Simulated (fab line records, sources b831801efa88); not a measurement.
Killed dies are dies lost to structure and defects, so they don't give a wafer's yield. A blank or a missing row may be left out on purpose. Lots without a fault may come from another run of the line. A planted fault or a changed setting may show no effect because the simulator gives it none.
Problem report in the 8D (eight disciplines) form, filled by code | flow gf180mcu | the parts of the form that need people (team, actions taken, sign-off) are left out

1. THE PROBLEM
cd_nm at GF_SAB_CD_MEAS_09 reads a mean of 533.3 nm on 9 wafers of 3 lots; wafers without a fault read 419.8 nm with a standard deviation of 2.1. That is +54 standard deviations from the usual mean.
The step: target cd 420 nm.
First seen on wafer L591.2, day 22 10:01, on cd_sem-01. The record holds 45 wafers of 15 lots with a number at this step. Rule for "out", or "out of limits": more than 4 standard deviations from the usual mean. The other wafers with a number count as sound.

2. WHAT IT IS AND WHAT IT IS NOT
question                    | is                     | is not
which readings at this step | cd_nm                  | -
which lots                  | L591, L593, L594       | L571, L572, L574, L577, L578, L579, L581, L582, L584, L585, L588, L592
which wafers of those lots  | all that have a number | -
read on which gauges        | cd_sem-01, cd_sem-02   | -
when                        | from day 22 10:01      | up to then (33 sound wafers); but 3 sound wafers of L592 came after

3. SUSPECTS, AND WHAT RULES EACH OUT
Counting: a tool at a process step up to the reading stays a suspect if it ran every lot that is out and no sound lot after the first of them.
- the gauge at GF_SAB_CD_MEAS_09: ruled out. The wafers that are out were read on 2 gauges (cd_sem-01, cd_sem-02).
- litho_track-01 at GF_SAB_DEVELOP_08 (develop time 60 s): kept. It ran every lot that is out, first L591 (day 22 09:52), and no sound lot after that; its last sound lot up to then is L582 (day 19 02:52).
Left after counting: litho_track-01 at GF_SAB_DEVELOP_08.

4. THE CAUSE (what the simulator had put in)
Process parameter drift: litho_track-01, from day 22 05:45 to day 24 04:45, at GF_SAB_DEVELOP_08. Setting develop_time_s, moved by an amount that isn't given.
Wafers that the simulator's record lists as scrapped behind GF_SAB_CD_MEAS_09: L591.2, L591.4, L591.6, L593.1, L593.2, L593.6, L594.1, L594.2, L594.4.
Counting left only this tool.

5. THE CHAIN OF EFFECTS, in route order
Each row: a reading whose mean over the struck wafers that have a number lies more than 3 standard deviations from the usual. Only readings for which the record gives a usual standard deviation are gone through. hours: the time from each lot's start at the first step in this table that gives one to its start at this step, as a median over the lots. sigmas: the change in usual standard deviations.
hours | step              | reading | usual    | on struck wafers | change | sigmas
0     | GF_SAB_CD_MEAS_09 | cd_nm   | 419.8 nm | 533.3            | +113.5 | +54

6. WHAT WOULD HAVE CAUGHT IT SOONER
In this record the first reading out of limits at a measuring or inspecting step was taken at day 22 10:01, 4 hours after the fault began at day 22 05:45.
Of the lots that are out (3), L593, L594 began GF_SAB_DEVELOP_08 on litho_track-01 after day 22 10:01. A hold on the tool at that time would have spared those 2.
